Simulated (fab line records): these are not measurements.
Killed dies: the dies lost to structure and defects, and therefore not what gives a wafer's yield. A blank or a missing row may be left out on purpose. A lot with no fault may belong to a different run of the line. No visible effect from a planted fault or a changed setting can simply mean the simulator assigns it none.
8D (eight disciplines) problem report, filled in by code / flow sky130 / the parts of the form that need people (team, actions taken, sign-off) are left out

## 1. PROBLEM STATEMENT
Wafers without a fault read 5e+12, standard deviation 5.6e+09; doseIonsCm2 at SKY_LDD_N_IMPLANT_15 reads a mean of 3e+12 on 6 wafers belonging to 2 lots. That is -99 or more standard deviations from the usual mean.
Earliest sighting: wafer L237.1 on implanter-04 at day 22 02:52. The record has a number at this step for 18 wafers belonging to 6 lots. By rule, "out" or "out of limits" means more than 4 standard deviations away from the usual mean. The rest of the wafers with a number are treated as sound.

## 2. WHAT THIS IS AND IS NOT
question=which readings at this step | is=doseIonsCm2, faradayCurrentUA | is not=-
question=which lots | is=L237, L240 | is not=L227, L230, L244, L249
question=which wafers of those lots | is=all that have a number | is not=-
question=read on which tools | is=implanter-04 | is not=implanter-01
question=when | is=from day 22 02:52 | is not=up to then (6 sound wafers); but 6 sound wafers of L244, L249 came after

## 3. WHAT RULES OUT EACH SUSPECT
Counting: a tool stays on the suspect list if, at a process step up to the reading, it processed all lots that are out and no sound lot following the first of them.
- implanter-04 at SKY_LDD_N_IMPLANT_15: kept. All lots that are out passed through it, beginning with L237 at day 22 02:52, and no sound lot followed; its final sound lot before that point was L227 at day 17 17:42. Its own doseIonsCm2, faradayCurrentUA readings are out on those wafers.
After counting, what remains is implanter-04 at SKY_LDD_N_IMPLANT_15.

## 4. THE CAUSE (what the simulator had put in)
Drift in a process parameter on implanter-04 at SKY_LDD_N_IMPLANT_15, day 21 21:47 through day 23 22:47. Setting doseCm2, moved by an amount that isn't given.
Only this tool survived the counting.

## 5. THE EFFECT CHAIN, in route order
Rows list readings where the struck wafers' mean (over those with a number) sits beyond 3 standard deviations from the usual. Readings are gone through only where the record gives a usual standard deviation; hours: the median, over the lots, of the time from a lot's start at the first step in this table giving one to that lot's start at this step; sigmas: the change measured in usual standard deviations.
hours=0; step=SKY_LDD_N_IMPLANT_15; reading=doseIonsCm2; usual=5e+12; on struck wafers=3e+12; change=-2e+12; sigmas=-99 or more
hours=0; step=SKY_LDD_N_IMPLANT_15; reading=faradayCurrentUA; usual=28.2; on struck wafers=17.0; change=-11.2; sigmas=-21
It contains these process steps:
- SKY_LDD_N_IMPLANT_15

## 6. WHAT WOULD HAVE CAUGHT IT SOONER
In this record no reading fell out of limits until day 22 02:52, 5 hours after the fault had begun at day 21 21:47.
